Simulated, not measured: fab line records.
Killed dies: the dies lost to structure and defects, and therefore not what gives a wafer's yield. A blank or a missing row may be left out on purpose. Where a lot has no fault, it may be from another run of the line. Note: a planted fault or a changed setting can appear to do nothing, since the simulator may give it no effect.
fab line records    flow sky130    part 1 of 2: steps 1 to 28 of 38
[record] lots = 5  wafers = 15  lastDay = 49
route steps=708 shown LDD_P@262 LDD_HVN@267 LDD_HVP@278 LDD_LDN@289
lots with no fault: from the same line, run without faults
startH: hours from the record's opening day to when the first of the lot's shown wafers began    waitH: hours from the lot's prior step to this one    " unchanged from the row above    L1.1+2: several wafers, shown together as one row    - no value, or no start was given    * or withheld: withheld    < > ~ a bound
route shown NAME@n: names a module that has steps shown in the file, with the first one's number in the route    usual: mean and standard deviation over wafers with no fault    same: alike in all rows    chamber/n: place in a boat    sites: each site's reading    _std_site: the standard deviation of these    _edge_site: the outer-site mean with the inner-site mean subtracted    radiusMm: how far each site lies from the wafer's centre    mask NAME#n: copy n    behind: the tool/chamber that last shaped the wafer    hold: reason for holding the lot/hours on hold/outcome of the hold    device: the transistor (n, p or np) that didn't switch    end of line: at the end of the route, the tests of the same wafers    a step given without rows: its recipe and nothing more    killed: the dies lost at the first sort to structure and to defects; this is not the yield of the wafer    map: shows each die of a wafer: x if killed, . if not, _ if none is there
set.NAME: the run value of the setting; set.NAME@STEP: its run value at that earlier step    model.NAME: the simulator's own value behind a step, which no gauge read
lots seen at some steps along the route; tables by step, rows by wafer
services: when a tool's chamber went out of use (startH, in hours from the record's first day, below 0 if earlier), for how many hours, and the reason
[[steps]]
[step SKY_LDD_P_CD_MEAS_07]
[recipe] targetCdNm = 380
[usual] cdNm = 380.5/2.3
lot.wafer  tool      chamber  startH  waitH  cdNm
L074.2     cdSem-02  -        436.44  0.1    380.3
L074.4     "         -        "       "      380.2
L074.5     "         -        "       "      381.5
L087.1     cdSem-02  -        549.09  0.1    379.4
L087.3     "         -        "       "      381.2
L087.4     "         -        "       "      382.2
L088.2     cdSem-02  -        554.44  0.1    378.1
L088.3     "         -        "       "      379.1
L088.4     "         -        "       "      380.5
L090.1     cdSem-01  -        578.27  0.1    380.3
L090.4     "         -        "       "      382.9
L090.5     "         -        "       "      383.0
L092.1     cdSem-02  -        595.86  0.1    378.4
L092.3     "         -        "       "      380.0
L092.4     "         -        "       "      380.8
[step SKY_LDD_P_OVL_MEAS_08]
[usual] LDD_P_OVL = -0.6/1.3
lot.wafer  tool        chamber  startH  waitH  LDD_P_OVL[nm]
L074.2     overlay-01  -        436.55  0.1    -1.4
L074.4     "           -        "       "      -0.7
L074.5     "           -        "       "      0.9
L087.1     overlay-01  -        549.21  0.1    -2.1
L087.3     "           -        "       "      1.0
L087.4     "           -        "       "      -2.4
L088.2     overlay-01  -        554.55  0.1    -0.9
L088.3     "           -        "       "      0.7
L088.4     "           -        "       "      1.0
L090.1     overlay-02  -        578.39  0.1    -0.8
L090.4     "           -        "       "      -0.8
L090.5     "           -        "       "      -1.2
L092.1     overlay-01  -        595.98  0.1    0.3
L092.3     "           -        "       "      -2.1
L092.4     "           -        "       "      -1.2
[step SKY_LDD_P_IMPLANT_09]
[recipe] species = BF2  energyKev = 25  doseCm2 = 1e+13  tiltDeg = withheld
[usual] endStationPressureTorr = 5.06e-06/2.5e-07
lot.wafer  tool          chamber  startH  waitH  endStationPressureTorr
L074.2     implanter-03  0        437.39  0.8    5.27e-06
L074.4     "             0        "       "      5.14e-06
L074.5     "             0        "       "      5.07e-06
L087.1     implanter-01  0        549.24  0.0    4.95e-06
L087.3     "             0        "       "      4.82e-06
L087.4     "             0        "       "      5.18e-06
L088.2     implanter-01  0        554.60  0.0    5.46e-06
L088.3     "             0        "       "      4.67e-06
L088.4     "             0        "       "      5.13e-06
L090.1     implanter-04  0        578.43  0.0    5.15e-06
L090.4     "             0        "       "      5.25e-06
L090.5     "             0        "       "      5.04e-06
L092.1     implanter-01  0        596.01  0.0    5.08e-06
L092.3     "             0        "       "      4.74e-06
L092.4     "             0        "       "      4.98e-06
[step SKY_LDD_P_STRIP_10]
[recipe] chemistry = O2/N2  powerW = 1400  pressureMtorr = 1500  platenTempC = withheld  o2FlowSccm = 3000  n2FlowSccm = 300  overashFraction = 0.5
[usual] drypumpMotorCurrentA = 5.90/0.3  o2FlowSccm = 3000/8.8  oesProductAu = 0.716/0.0043  stripTimeToEndpointS = 14.18/0.037
[same] overashFraction = 0.5
lot.wafer  tool            chamber  startH  waitH  drypumpMotorCurrentA  o2FlowSccm  oesProductAu  rfHoursCounterH  stripTimeToEndpointS
L074.2     plasmaAsher-04  0        437.52  0.1    5.37                  2994        0.712         76               14.19
L074.4     "               1        "       "      6.32                  3001        0.717         -                14.21
L074.5     "               0        "       "      5.37                  2994        0.712         -                14.21
L087.1     plasmaAsher-02  0        549.39  0.1    5.94                  2996        0.718         12               14.16
L087.3     "               1        "       "      6.00                  2992        0.720         -                14.16
L087.4     "               0        "       "      5.93                  2996        0.720         -                14.15
L088.2     plasmaAsher-02  1        554.73  0.1    6.00                  2988        0.719         12               14.14
L088.3     "               0        "       "      5.95                  2999        0.713         -                14.13
L088.4     "               1        "       "      6.00                  2985        0.719         -                14.08
L090.1     plasmaAsher-02  0        578.58  0.1    5.97                  3006        0.712         14               14.18
L090.4     "               0        "       "      5.97                  3019        0.712         -                14.22
L090.5     "               0        "       "      5.95                  3006        0.715         -                14.16
L092.1     plasmaAsher-02  0        596.16  0.1    5.96                  2998        0.719         16               14.20
L092.3     "               1        "       "      6.02                  3006        0.722         -                14.16
L092.4     "               0        "       "      5.93                  2982        0.716         -                14.14
[step SKY_LDD_P_TW_MEAS_11]
[usual] LDD_P_TW = 632/4.1
lot.wafer  tool          chamber  startH  waitH  LDD_P_TW
L074.2     filmMetro-01  -        437.63  0.1    640
L074.4     "             -        "       "      638
L074.5     "             -        "       "      639
L087.1     filmMetro-01  -        549.49  0.1    636
L087.3     "             -        "       "      637
L087.4     "             -        "       "      636
L088.2     filmMetro-03  -        554.84  0.1    634
L088.3     "             -        "       "      637
L088.4     "             -        "       "      629
L090.1     filmMetro-03  -        578.68  0.1    632
L090.4     "             -        "       "      631
L090.5     "             -        "       "      633
L092.1     filmMetro-01  -        596.26  0.1    637
L092.3     "             -        "       "      636
L092.4     "             -        "       "      638
[step SKY_LDD_HVN_DEHYDRATE_00]
[recipe] tempC = 200  timeS = 60
[usual] plateTempC = 200.04/0.16
lot.wafer  tool           chamber  startH  waitH  plateTempC
L074.2     lithoTrack-02  0        452.83  15.2   200.13
L074.4     "              0        "       "      200.10
L074.5     "              0        "       "      199.92
L087.1     lithoTrack-01  0        564.12  14.6   200.25
L087.3     "              0        "       "      200.33
L087.4     "              0        "       "      200.28
L088.2     lithoTrack-01  0        569.05  14.2   200.16
L088.3     "              0        "       "      199.77
L088.4     "              0        "       "      200.03
L090.1     lithoTrack-01  0        593.57  14.9   199.96
L090.4     "              0        "       "      200.25
L090.5     "              0        "       "      200.17
L092.1     lithoTrack-02  0        609.96  13.7   199.68
L092.3     "              0        "       "      200.10
L092.4     "              0        "       "      199.79
[step SKY_LDD_HVN_HMDS_01]
[recipe] primeTimeS = 60  primeTempC = 120
lot.wafer   tool           chamber  startH  waitH
L074.2+4+5  lithoTrack-02  0        452.98  0.1
L087.1+3+4  lithoTrack-01  0        564.27  0.1
L088.2+3+4  lithoTrack-01  0        569.20  0.1
L090.1+4+5  lithoTrack-01  0        593.72  0.1
L092.1+3+4  lithoTrack-02  0        610.11  0.1
[step SKY_LDD_HVN_COAT_02]
[recipe] resist = NOVOLAK  spinRpm = 3000  resistThkNm = 300
[usual] spinSpeedRpm = 3000.2/2.1
lot.wafer  tool           chamber  startH  waitH  spinSpeedRpm
L074.2     lithoTrack-02  0        453.13  0.1    2999.3
L074.4     "              0        "       "      2999.3
L074.5     "              0        "       "      2996.2
L087.1     lithoTrack-01  0        564.42  0.1    3002.5
L087.3     "              0        "       "      3000.7
L087.4     "              0        "       "      3003.9
L088.2     lithoTrack-01  0        569.35  0.1    3002.8
L088.3     "              0        "       "      3002.5
L088.4     "              0        "       "      3000.8
L090.1     lithoTrack-01  0        593.87  0.1    2999.6
L090.4     "              0        "       "      2998.9
L090.5     "              0        "       "      3000.0
L092.1     lithoTrack-02  0        610.26  0.1    2997.9
L092.3     "              0        "       "      3001.7
L092.4     "              0        "       "      3000.9
[step SKY_LDD_HVN_SOFTBAKE_03]
[recipe] tempC = 90  timeS = 60  resist = NOVOLAK
[usual] plateTempC = 90.02/0.1
lot.wafer  tool           chamber  startH  waitH  plateTempC
L074.2     lithoTrack-02  0        453.28  0.1    90.12
L074.4     "              0        "       "      89.84
L074.5     "              0        "       "      89.99
L087.1     lithoTrack-01  0        564.57  0.1    90.00
L087.3     "              0        "       "      90.07
L087.4     "              0        "       "      90.04
L088.2     lithoTrack-01  0        569.50  0.1    90.07
L088.3     "              0        "       "      89.97
L088.4     "              0        "       "      89.90
L090.1     lithoTrack-01  0        594.02  0.1    90.05
L090.4     "              0        "       "      89.84
L090.5     "              0        "       "      89.98
L092.1     lithoTrack-02  0        610.41  0.1    90.31
L092.3     "              0        "       "      90.17
L092.4     "              0        "       "      90.25
[step SKY_LDD_HVN_EXPOSE_04]
[recipe] maskId = HVNTM  na = 0.6  sourceShape = conventional  sigmaOuter = 0.6  polarization = unpolarized  targetCdNm = 700  doseMj = 127
[same] na = 0.6
lot.wafer   tool             chamber  startH  waitH  mask
L074.2+4+5  ilineStepper-01  0        -       -      HVNTM#0
L087.1+3+4  ilineStepper-01  0        -       -      HVNTM#0
L088.2+3+4  ilineStepper-02  0        -       -      HVNTM#0
L090.1+4+5  ilineStepper-01  0        -       -      HVNTM#0
L092.1+3+4  ilineStepper-01  0        -       -      HVNTM#0
[step SKY_LDD_HVN_PEB_05]
[recipe] tempC = withheld  timeS = *  resist = NOVOLAK
lot.wafer   tool           chamber  startH  waitH
L074.2+4+5  lithoTrack-03  0        -       -
L087.1+3+4  lithoTrack-03  0        -       -
L088.2+3+4  lithoTrack-03  0        -       -
L090.1+4+5  lithoTrack-03  0        -       -
L092.1+3+4  lithoTrack-02  0        -       -
[step SKY_LDD_HVN_DEVELOP_06]
[recipe] resist = NOVOLAK  developer = TMAH  developTimeS = 60  devTempC = 23
lot.wafer   tool           chamber  startH  waitH
L074.2+4+5  lithoTrack-03  0        468.50  0.1
L087.1+3+4  lithoTrack-03  0        579.03  0.1
L088.2+3+4  lithoTrack-03  0        584.00  0.1
L090.1+4+5  lithoTrack-03  0        607.93  0.1
L092.1+3+4  lithoTrack-02  0        624.61  0.1
[step SKY_LDD_HVN_OVL_MEAS_07]
[usual] LDD_HVN_OVL = 0.2/1.2
lot.wafer  tool        chamber  startH  waitH  LDD_HVN_OVL[nm]
L074.2     overlay-02  -        468.63  0.1    -1.2
L074.4     "           -        "       "      -1.4
L074.5     "           -        "       "      -0.4
L087.1     overlay-02  -        579.18  0.1    -1.7
L087.3     "           -        "       "      0.0
L087.4     "           -        "       "      1.5
L088.2     overlay-02  -        584.13  0.1    0.5
L088.3     "           -        "       "      -0.7
L088.4     "           -        "       "      -0.9
L090.1     overlay-01  -        608.08  0.1    0.9
L090.4     "           -        "       "      -0.7
L090.5     "           -        "       "      1.8
L092.1     overlay-01  -        624.76  0.1    0.7
L092.3     "           -        "       "      1.7
L092.4     "           -        "       "      -0.8
[step SKY_LDD_HVN_IMPLANT_08]
[recipe] species = P  energyKev = 60  doseCm2 = 3.05e+13  tiltDeg = 40
[usual] endStationPressureTorr = 5.12e-06/2.8e-07
lot.wafer  tool          chamber  startH  waitH  endStationPressureTorr
L074.2     implanter-04  0        468.69  0.0    5.14e-06
L074.4     "             0        "       "      5.31e-06
L074.5     "             0        "       "      5.11e-06
L087.1     implanter-01  0        579.21  0.0    5.81e-06
L087.3     "             0        "       "      4.91e-06
L087.4     "             0        "       "      4.74e-06
L088.2     implanter-02  0        584.19  0.0    5.28e-06
L088.3     "             0        "       "      5.16e-06
L088.4     "             0        "       "      5.43e-06
L090.1     implanter-01  0        608.11  0.0    4.96e-06
L090.4     "             0        "       "      4.94e-06
L090.5     "             0        "       "      5.09e-06
L092.1     implanter-04  0        624.79  0.0    5.3e-06
L092.3     "             0        "       "      4.85e-06
L092.4     "             0        "       "      4.75e-06
[step SKY_LDD_HVN_STRIP_09]
[recipe] chemistry = O2/N2  powerW = 1400  pressureMtorr = 1500  platenTempC = withheld  o2FlowSccm = 3000  n2FlowSccm = 300  overashFraction = 0.5
[usual] drypumpMotorCurrentA = 5.98/0.27  o2FlowSccm = 3000/9  oesProductAu = 0.408/0.0043  stripTimeToEndpointS = 4.135/0.015
[same] overashFraction = 0.5
lot.wafer  tool            chamber  startH  waitH  drypumpMotorCurrentA  o2FlowSccm  oesProductAu  rfHoursCounterH  stripTimeToEndpointS
L074.2     plasmaAsher-03  1        468.81  0.1    5.78                  3003        0.409         60               4.147
L074.4     "               1        "       "      5.78                  3009        0.414         -                4.153
L074.5     "               1        "       "      5.78                  3005        0.406         -                4.143
L087.1     plasmaAsher-03  0        579.36  0.1    6.31                  3010        0.411         71               4.126
L087.3     "               1        "       "      5.77                  2988        0.407         -                4.144
L087.4     "               0        "       "      6.34                  3009        0.415         -                4.116
L088.2     plasmaAsher-02  1        584.31  0.1    6.00                  3019        0.411         15               4.145
L088.3     "               0        "       "      5.92                  3020        0.409         -                4.124
L088.4     "               1        "       "      6.00                  2996        0.408         -                4.140
L090.1     plasmaAsher-02  0        608.26  0.1    5.97                  3019        0.408         18               4.126
L090.4     "               0        "       "      5.95                  3004        0.401         -                4.116
L090.5     "               1        "       "      6.01                  2987        0.405         -                4.130
L092.1     plasmaAsher-03  1        624.94  0.1    5.79                  2987        0.409         73               4.114
L092.3     "               1        "       "      5.77                  2989        0.411         -                4.146
L092.4     "               0        "       "      6.33                  3007        0.410         -                4.128
[step SKY_LDD_HVN_TW_MEAS_10]
[usual] LDD_HVN_TW = 1428/6
lot.wafer  tool          chamber  startH  waitH  LDD_HVN_TW
L074.2     filmMetro-02  -        468.92  0.1    1419
L074.4     "             -        "       "      1422
L074.5     "             -        "       "      1423
L087.1     filmMetro-03  -        579.46  0.1    1440
L087.3     "             -        "       "      1442
L087.4     "             -        "       "      1448
L088.2     filmMetro-04  -        584.42  0.1    1432
L088.3     "             -        "       "      1432
L088.4     "             -        "       "      1426
L090.1     filmMetro-02  -        608.36  0.1    1431
L090.4     "             -        "       "      1419
L090.5     "             -        "       "      1424
L092.1     filmMetro-03  -        625.04  0.1    1422
L092.3     "             -        "       "      1431
L092.4     "             -        "       "      1425
[step SKY_LDD_HVP_DEHYDRATE_00]
[recipe] tempC = 200  timeS = 60
[usual] plateTempC = 200.01/0.16
lot.wafer  tool           chamber  startH  waitH  plateTempC
L074.2     lithoTrack-01  0        483.80  14.9   200.03
L074.4     "              0        "       "      199.72
L074.5     "              0        "       "      200.03
L087.1     lithoTrack-04  0        594.04  14.6   199.92
L087.3     "              0        "       "      200.04
L087.4     "              0        "       "      200.14
L088.2     lithoTrack-04  0        599.01  14.6   200.11
L088.3     "              0        "       "      199.88
L088.4     "              0        "       "      200.05
L090.1     lithoTrack-01  0        622.62  14.2   199.83
L090.4     "              0        "       "      200.02
L090.5     "              0        "       "      200.10
L092.1     lithoTrack-04  0        638.49  13.4   200.25
L092.3     "              0        "       "      199.81
L092.4     "              0        "       "      199.91
[step SKY_LDD_HVP_HMDS_01]
[recipe] primeTimeS = 60  primeTempC = 120
lot.wafer   tool           chamber  startH  waitH
L074.2+4+5  lithoTrack-01  0        483.95  0.1
L087.1+3+4  lithoTrack-04  0        594.19  0.1
L088.2+3+4  lithoTrack-04  0        599.16  0.1
L090.1+4+5  lithoTrack-01  0        622.77  0.1
L092.1+3+4  lithoTrack-04  0        638.64  0.1
[step SKY_LDD_HVP_COAT_02]
[recipe] resist = NOVOLAK  spinRpm = 3000  resistThkNm = 300
[usual] spinSpeedRpm = 2999.8/2
lot.wafer  tool           chamber  startH  waitH  spinSpeedRpm
L074.2     lithoTrack-01  0        484.10  0.1    3000.3
L074.4     "              0        "       "      2995.3
L074.5     "              0        "       "      2999.7
L087.1     lithoTrack-04  0        594.34  0.1    3000.3
L087.3     "              0        "       "      3000.0
L087.4     "              0        "       "      2997.9
L088.2     lithoTrack-04  0        599.31  0.1    3001.5
L088.3     "              0        "       "      2998.1
L088.4     "              0        "       "      3003.1
L090.1     lithoTrack-01  0        622.92  0.1    2996.2
L090.4     "              0        "       "      2999.7
L090.5     "              0        "       "      3001.4
L092.1     lithoTrack-04  0        638.79  0.1    3001.1
L092.3     "              0        "       "      3000.1
L092.4     "              0        "       "      2998.8
[step SKY_LDD_HVP_SOFTBAKE_03]
[recipe] tempC = 90  timeS = 60  resist = NOVOLAK
[usual] plateTempC = 90.01/0.12
lot.wafer  tool           chamber  startH  waitH  plateTempC
L074.2     lithoTrack-01  0        484.25  0.1    90.18
L074.4     "              0        "       "      90.01
L074.5     "              0        "       "      89.98
L087.1     lithoTrack-04  0        594.49  0.1    90.06
L087.3     "              0        "       "      89.74
L087.4     "              0        "       "      89.95
L088.2     lithoTrack-04  0        599.46  0.1    90.06
L088.3     "              0        "       "      90.20
L088.4     "              0        "       "      90.04
L090.1     lithoTrack-01  0        623.07  0.1    89.96
L090.4     "              0        "       "      89.95
L090.5     "              0        "       "      90.16
L092.1     lithoTrack-04  0        638.94  0.1    89.97
L092.3     "              0        "       "      90.00
L092.4     "              0        "       "      89.83
[step SKY_LDD_HVP_EXPOSE_04]
[recipe] maskId = HVPTM  na = 0.6  sourceShape = conventional  sigmaOuter = 0.6  polarization = unpolarized  targetCdNm = 700  doseMj = 86
[same] na = 0.6
lot.wafer   tool             chamber  startH  waitH  mask
L074.2+4+5  ilineStepper-01  0        -       -      HVPTM#0
L087.1+3+4  ilineStepper-02  0        -       -      HVPTM#0
L088.2+3+4  ilineStepper-02  0        -       -      HVPTM#0
L090.1+4+5  ilineStepper-02  0        -       -      HVPTM#0
L092.1+3+4  ilineStepper-02  0        -       -      HVPTM#0
[step SKY_LDD_HVP_PEB_05]
[recipe] tempC = withheld  timeS = *  resist = NOVOLAK
lot.wafer   tool           chamber  startH  waitH
L074.2+4+5  lithoTrack-03  0        -       -
L087.1+3+4  lithoTrack-04  0        -       -
L088.2+3+4  lithoTrack-04  0        -       -
L090.1+4+5  lithoTrack-04  0        -       -
L092.1+3+4  lithoTrack-01  0        -       -
[step SKY_LDD_HVP_DEVELOP_06]
[recipe] resist = NOVOLAK  developer = TMAH  developTimeS = 60  devTempC = 23
lot.wafer   tool           chamber  startH  waitH
L074.2+4+5  lithoTrack-03  0        500.10  0.1
L087.1+3+4  lithoTrack-04  0        608.29  0.1
L088.2+3+4  lithoTrack-04  0        613.46  0.1
L090.1+4+5  lithoTrack-04  0        636.84  0.1
L092.1+3+4  lithoTrack-01  0        653.22  0.1
[step SKY_LDD_HVP_OVL_MEAS_07]
[usual] LDD_HVP_OVL = 0.2/1.4
lot.wafer  tool        chamber  startH  waitH  LDD_HVP_OVL[nm]
L074.2     overlay-01  -        500.23  0.1    -0.5
L074.4     "           -        "       "      2.0
L074.5     "           -        "       "      -0.1
L087.1     overlay-02  -        608.44  0.1    -1.9
L087.3     "           -        "       "      -1.8
L087.4     "           -        "       "      -2.5
L088.2     overlay-01  -        613.59  0.1    0.5
L088.3     "           -        "       "      -0.7
L088.4     "           -        "       "      -1.1
L090.1     overlay-01  -        636.99  0.1    0.3
L090.4     "           -        "       "      -0.9
L090.5     "           -        "       "      -0.4
L092.1     overlay-02  -        653.37  0.1    2.0
L092.3     "           -        "       "      0.6
L092.4     "           -        "       "      0.6
[step SKY_LDD_HVP_IMPLANT_08]
[recipe] species = B  energyKev = 20  doseCm2 = 1.7e+13  tiltDeg = 17.9
[usual] endStationPressureTorr = 5.1e-06/2.8e-07
lot.wafer  tool          chamber  startH  waitH  endStationPressureTorr
L074.2     implanter-03  0        500.29  0.0    5.11e-06
L074.4     "             0        "       "      5.47e-06
L074.5     "             0        "       "      5.61e-06
L087.1     implanter-03  0        608.47  0.0    5.42e-06
L087.3     "             0        "       "      4.6e-06
L087.4     "             0        "       "      5.35e-06
L088.2     implanter-02  0        613.65  0.0    5.36e-06
L088.3     "             0        "       "      4.62e-06
L088.4     "             0        "       "      5.09e-06
L090.1     implanter-04  0        637.02  0.0    4.86e-06
L090.4     "             0        "       "      5.09e-06
L090.5     "             0        "       "      5.1e-06
L092.1     implanter-04  0        653.41  0.0    5.18e-06
L092.3     "             0        "       "      5.06e-06
L092.4     "             0        "       "      5.08e-06
[step SKY_LDD_HVP_STRIP_09]
[recipe] chemistry = O2/N2  powerW = 1400  pressureMtorr = 1500  platenTempC = withheld  o2FlowSccm = 3000  n2FlowSccm = 300  overashFraction = 0.5
[usual] drypumpMotorCurrentA = 5.98/0.29  o2FlowSccm = 3000/9.3  oesProductAu = 0.408/0.0048  stripTimeToEndpointS = 4.131/0.014
[same] overashFraction = 0.5
lot.wafer  tool            chamber  startH  waitH  drypumpMotorCurrentA  o2FlowSccm  oesProductAu  rfHoursCounterH  stripTimeToEndpointS
L074.2     plasmaAsher-04  0        500.41  0.1    5.38                  2995        0.401         82               4.159
L074.4     "               0        "       "      5.39                  3006        0.405         -                4.146
L074.5     "               1        "       "      6.31                  2997        0.410         -                4.137
L087.1     plasmaAsher-04  1        608.62  0.1    6.31                  3010        0.414         93               4.145
L087.3     "               0        "       "      5.38                  2994        0.407         -                4.159
L087.4     "               1        "       "      6.31                  3006        0.402         -                4.123
L088.2     plasmaAsher-02  1        613.77  0.1    6.03                  2988        0.415         19               4.158
L088.3     "               0        "       "      5.92                  3007        0.413         -                4.154
L088.4     "               1        "       "      6.01                  2979        0.413         -                4.139
L090.1     plasmaAsher-03  1        637.17  0.1    5.79                  2998        0.400         75               4.132
L090.4     "               1        "       "      5.78                  3001        0.400         -                4.114
L090.5     "               1        "       "      5.78                  2994        0.409         -                4.133
L092.1     plasmaAsher-02  1        653.56  0.1    6.02                  2989        0.398         22               4.107
L092.3     "               0        "       "      5.96                  3003        0.400         -                4.110
L092.4     "               1        "       "      5.99                  3004        0.404         -                4.107
[step SKY_LDD_HVP_TW_MEAS_10]
[usual] LDD_HVP_TW = 452.3/3
lot.wafer  tool          chamber  startH  waitH  LDD_HVP_TW
L074.2     filmMetro-02  -        500.52  0.1    448.4
L074.4     "             -        "       "      448.0
L074.5     "             -        "       "      449.7
L087.1     filmMetro-03  -        608.72  0.1    451.9
L087.3     "             -        "       "      452.2
L087.4     "             -        "       "      451.7
L088.2     filmMetro-01  -        613.88  0.1    455.0
L088.3     "             -        "       "      454.8
L088.4     "             -        "       "      457.7
L090.1     filmMetro-02  -        637.27  0.1    450.4
L090.4     "             -        "       "      452.4
L090.5     "             -        "       "      450.2
L092.1     filmMetro-03  -        653.66  0.1    453.3
L092.3     "             -        "       "      455.1
L092.4     "             -        "       "      453.8
[step SKY_LDD_LDN_DEHYDRATE_00]
[recipe] tempC = 200  timeS = 60
[usual] plateTempC = 200.02/0.14
lot.wafer  tool           chamber  startH  waitH  plateTempC
L074.2     lithoTrack-04  0        515.56  15.0   200.17
L074.4     "              0        "       "      200.14
L074.5     "              0        "       "      199.99
L087.1     lithoTrack-03  0        622.98  14.2   200.21
L087.3     "              0        "       "      200.18
L087.4     "              0        "       "      200.01
L088.2     lithoTrack-03  0        627.95  14.1   200.06
L088.3     "              0        "       "      200.09
L088.4     "              0        "       "      200.13
L090.1     lithoTrack-04  0        651.24  14.0   200.09
L090.4     "              0        "       "      199.93
L090.5     "              0        "       "      199.76
L092.1     lithoTrack-02  0        666.81  13.1   200.05
L092.3     "              0        "       "      199.96
L092.4     "              0        "       "      199.87
